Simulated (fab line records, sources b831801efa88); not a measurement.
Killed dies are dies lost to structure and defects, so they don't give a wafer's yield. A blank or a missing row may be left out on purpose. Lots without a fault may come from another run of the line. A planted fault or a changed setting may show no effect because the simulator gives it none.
fab line records | flow sky130 | part 2 of 2: steps 31 to 41 of 41
record lots=5 wafers=15 last_day=50
route steps=708 shown METAL2@505 VIA2@507 METAL3@532 CAPM@537
lots that met no fault: from a run of the same line without faults
start_h: hours from the record's first day to the start of the lot's first wafer shown | wait_h: hours since the lot's step before | " the same as in the row above | L1.1+2: a row that stands for several wafers | - no value, or no start given | * or withheld: withheld | < > ~ a bound
route shown NAME@n: a module of which the file shows steps, and the number in the route of the first | usual: mean/standard deviation of fault-free wafers | same: alike in all rows | chamber/n: place in a boat | sites: the reading at each site | _std_site: their standard deviation | _edge_site: outer sites' mean less inner sites' | radius_mm: how far each site lies from the wafer's centre | mask NAME#n: copy n | behind: the tool/chamber that last shaped the wafer | hold: why the lot was held/for how many hours/how that ended | device: the transistor (n, p or np) that didn't switch | end of line: the same wafers' tests at the end of the route | a step without rows: its recipe alone | killed: dies lost to structure and defects at the first sort, not the wafer's yield | map: a wafer's dies, x killed, . not, _ none there
set.NAME: the setting as run; set.NAME@STEP: as run at that earlier step | model.NAME: the simulator's own value behind a step, which no gauge read
lots at some steps of the route; a table a step, a row a wafer
services: from which hour (start_h, from the record's first day; less than 0 if before it) a tool's chamber was out of use, for how many hours, and why
## steps
# step SKY_METAL3_SPUTTER_03
# recipe material=Ti target_thk_nm=5 power_w=3000 time_s=3.3 chamber_pressure_pa=0.4
# usual throttle_valve_pct=30.2/1.2
# columns lot.wafer tool chamber start_h wait_h throttle_valve_pct
L074.1 pvd_sputter-03 - 851.27 0.0 32.5
L074.5 " - " " 29.9
L074.6 " - " " 30.2
L078.2 pvd_sputter-02 - 874.52 0.0 29.2
L078.3 " - " " 30.7
L078.5 " - " " 29.3
L091.3 pvd_sputter-01 - 969.77 0.0 30.9
L091.4 " - " " 29.6
L091.6 " - " " 31.7
L089.1 pvd_sputter-01 - 971.65 0.0 31.7
L089.3 " - " " 30.6
L089.5 " - " " 30.4
L093.2 pvd_sputter-02 - 998.95 0.0 30.7
L093.5 " - " " 28.5
L093.6 " - " " 29.2
# step SKY_METAL3_SPUTTER_04
# recipe material=TiN target_thk_nm=70 power_w=6500 time_s=58.3 chamber_pressure_pa=0.4
# usual throttle_valve_pct=30.2/1.2
# columns lot.wafer tool chamber start_h wait_h throttle_valve_pct
L074.1 pvd_sputter-03 - 851.29 0.0 32.9
L074.5 " - " " 30.1
L074.6 " - " " 30.0
L078.2 pvd_sputter-02 - 874.54 0.0 29.3
L078.3 " - " " 30.6
L078.5 " - " " 29.2
L091.3 pvd_sputter-01 - 969.79 0.0 30.7
L091.4 " - " " 29.5
L091.6 " - " " 31.6
L089.1 pvd_sputter-01 - 971.67 0.0 31.3
L089.3 " - " " 30.4
L089.5 " - " " 30.6
L093.2 pvd_sputter-02 - 998.97 0.0 30.8
L093.5 " - " " 28.6
L093.6 " - " " 29.4
# step SKY_CAPM_CVD_00
# recipe material=SiO2 target_thk_nm=15.5 temp_c=400 time_s=withheld rf_w=450
# usual heater_power_w=725/93
# columns lot.wafer tool chamber start_h wait_h heater_power_w
L074.1 pecvd-02 2 851.34 0.0 814
L074.5 " 0 " " 748
L074.6 " 2 " " 832
L078.2 pecvd-03 2 874.59 0.0 784
L078.3 " 0 " " 572
L078.5 " 2 " " 789
L091.3 pecvd-02 1 969.83 0.0 692
L091.4 " 0 " " 725
L091.6 " 1 " " 707
L089.1 pecvd-03 2 971.72 0.0 895
L089.3 " 1 " " 755
L089.5 " 2 " " 887
L093.2 pecvd-03 0 999.02 0.0 541
L093.5 " 0 " " 551
L093.6 " 1 " " 712
# step SKY_CAPM_THK_MEAS_01
# recipe reads=SiO2_of_CAPM_CVD_00
# usual CAPM_CVD_00_THK=15.49/0.3
# columns lot.wafer tool chamber start_h wait_h CAPM_CVD_00_THK[nm]
L074.1 film_metro-02 - 851.37 - 15.45
L074.5 " - " " 15.99
L074.6 " - " " 15.59
L078.2 film_metro-03 - 874.62 - 15.17
L078.3 " - " " 14.97
L078.5 " - " " 15.40
L091.3 film_metro-04 - 969.88 - 15.34
L091.4 " - " " 15.77
L091.6 " - " " 15.66
L089.1 film_metro-04 - 971.74 - 14.84
L089.3 " - " " 15.27
L089.5 " - " " 15.03
L093.2 film_metro-04 - 999.05 - 15.10
L093.5 " - " " 15.67
L093.6 " - " " 15.46
# step SKY_CAPM_SPUTTER_02
# recipe material=TiN target_thk_nm=200 temp_c=300 power_w=6500 time_s=166.7 chamber_pressure_pa=0.4
# usual substrate_temp_c=300.01/0.21 throttle_valve_pct=30.0/1.1
# columns lot.wafer tool chamber start_h wait_h substrate_temp_c throttle_valve_pct
L074.1 pvd_sputter-02 - 851.43 0.1 299.77 29.4
L074.5 " - " " 300.02 30.7
L074.6 " - " " 299.90 29.1
L078.2 pvd_sputter-01 - 874.67 0.0 299.80 30.6
L078.3 " - " " 300.38 29.6
L078.5 " - " " 300.44 29.5
L091.3 pvd_sputter-02 - 969.92 0.0 300.10 30.7
L091.4 " - " " 299.96 28.7
L091.6 " - " " 300.04 30.7
L089.1 pvd_sputter-02 - 971.80 0.1 300.23 30.4
L089.3 " - " " 300.06 29.4
L089.5 " - " " 300.39 30.7
L093.2 pvd_sputter-04 - 999.10 0.0 300.03 31.3
L093.5 " - " " 300.12 30.9
L093.6 " - " " 299.91 31.4
# step SKY_CAPM_RS_MEAS_03
# recipe thk_meas_gauge=four-point-probe reads=TiN_of_CAPM_SPUTTER_02
# usual CAPM_TIN_RS=6.89/0.09
# columns lot.wafer tool chamber start_h wait_h CAPM_TIN_RS[ohm/sq]
L074.1 film_metro-03 - 851.54 0.1 6.82
L074.5 " - " " 6.96
L074.6 " - " " 6.86
L078.2 film_metro-02 - 874.80 0.1 6.79
L078.3 " - " " 6.85
L078.5 " - " " 6.88
L091.3 film_metro-03 - 970.07 0.1 7.08
L091.4 " - " " 7.03
L091.6 " - " " 7.08
L089.1 film_metro-02 - 971.91 0.1 6.91
L089.3 " - " " 6.75
L089.5 " - " " 6.95
L093.2 film_metro-03 - 999.23 0.1 7.08
L093.5 " - " " 6.90
L093.6 " - " " 7.01
# step SKY_CAPM_THK_MEAS_04
# recipe thk_meas_gauge=xrf reads=TiN_of_CAPM_SPUTTER_02
# usual CAPM_TIN_THK=198.3/2.6
# columns lot.wafer tool chamber start_h wait_h CAPM_TIN_THK[nm]
L074.1 film_metro-03 - 851.66 0.1 200.3
L074.5 " - " " 196.3
L074.6 " - " " 200.1
L078.2 film_metro-02 - 874.91 0.1 201.9
L078.3 " - " " 199.0
L078.5 " - " " 199.3
L091.3 film_metro-03 - 970.17 0.1 195.0
L091.4 " - " " 196.3
L091.6 " - " " 194.8
L089.1 film_metro-02 - 972.03 0.1 198.2
L089.3 " - " " 201.9
L089.5 " - " " 197.9
L093.2 film_metro-03 - 999.34 0.1 193.6
L093.5 " - " " 199.1
L093.6 " - " " 196.3
# step SKY_CAPM_DEHYDRATE_05
# recipe temp_c=200 time_s=60
# columns lot.wafer tool chamber start_h wait_h
L074.1+5+6 litho_track-02 0 864.17 12.5
L078.2+3+5 litho_track-03 0 888.06 13.1
L091.3+4+6 litho_track-03 0 980.63 10.5
L089.1+3+5 litho_track-03 0 982.58 10.5
L093.2+5+6 litho_track-04 0 1009.66 10.3
# step SKY_CAPM_HMDS_06
# recipe prime_time_s=60 prime_temp_c=120
# usual prime_temp_c=119.97/0.14
# columns lot.wafer tool chamber start_h wait_h prime_temp_c
L074.1 litho_track-02 0 864.32 0.1 119.99
L074.5 " 0 " " 119.80
L074.6 " 0 " " 119.81
L078.2 litho_track-03 0 888.21 0.1 119.92
L078.3 " 0 " " 119.88
L078.5 " 0 " " 119.85
L091.3 litho_track-03 0 980.78 0.1 119.85
L091.4 " 0 " " 119.76
L091.6 " 0 " " 119.85
L089.1 litho_track-03 0 982.73 0.1 119.86
L089.3 " 0 " " 120.07
L089.5 " 0 " " 119.84
L093.2 litho_track-04 0 1009.81 0.1 120.02
L093.5 " 0 " " 120.06
L093.6 " 0 " " 119.99
# step SKY_CAPM_COAT_07
# recipe resist=NOVOLAK spin_rpm=3000 resist_thk_nm=1140
# columns lot.wafer tool chamber start_h wait_h
L074.1+5+6 litho_track-02 0 864.47 0.1
L078.2+3+5 litho_track-03 0 888.36 0.1
L091.3+4+6 litho_track-03 0 980.93 0.1
L089.1+3+5 litho_track-03 0 982.88 0.1
L093.2+5+6 litho_track-04 0 1009.96 0.1
# step SKY_CAPM_SOFTBAKE_08
# recipe temp_c=90 time_s=60 resist=NOVOLAK
# columns lot.wafer tool chamber start_h wait_h
L074.1+5+6 litho_track-02 0 864.62 0.1
L078.2+3+5 litho_track-03 0 888.51 0.1
L091.3+4+6 litho_track-03 0 981.08 0.1
L089.1+3+5 litho_track-03 0 983.03 0.1
L093.2+5+6 litho_track-04 0 1010.11 0.1
## services
# columns tool chamber start_h hours kind
krf_scanner-01 - 804.82 3.8 repair
rie_diel-01 0 815.07 10.2 repair
krf_scanner-01 - 841.35 1.3 pm
rie_diel-02 2 854.72 8.8 repair
cmp-01 - 856.61 1.4 repair
pvd_sputter-04 - 857.41 3.3 repair
cmp-02 - 869.71 2.1 repair
krf_scanner-01 - 878.09 11.6 pm
rie_diel-01 - 888.69 14.6 pm
cmp-02 - 903.90 2.7 pm
pvd_sputter-03 - 905.08 4.4 repair
rie_diel-01 3 910.61 9.8 repair
cmp-02 - 912.08 4.0 pm
rie_diel-01 1 918.44 27.8 repair
pvd_sputter-03 - 922.13 2.1 repair
cmp-01 - 932.88 4.0 pm
krf_scanner-01 - 934.20 1.0 pm
krf_scanner-01 - 944.59 0.8 pm
rie_diel-01 2 949.64 21.7 repair
rie_diel-01 1 957.21 3.2 repair
cmp-01 - 978.46 0.8 repair
krf_scanner-01 - 1003.34 4.4 pm
cmp-02 - 1007.79 2.1 repair
cmp-01 - 1010.00 6.4 pm
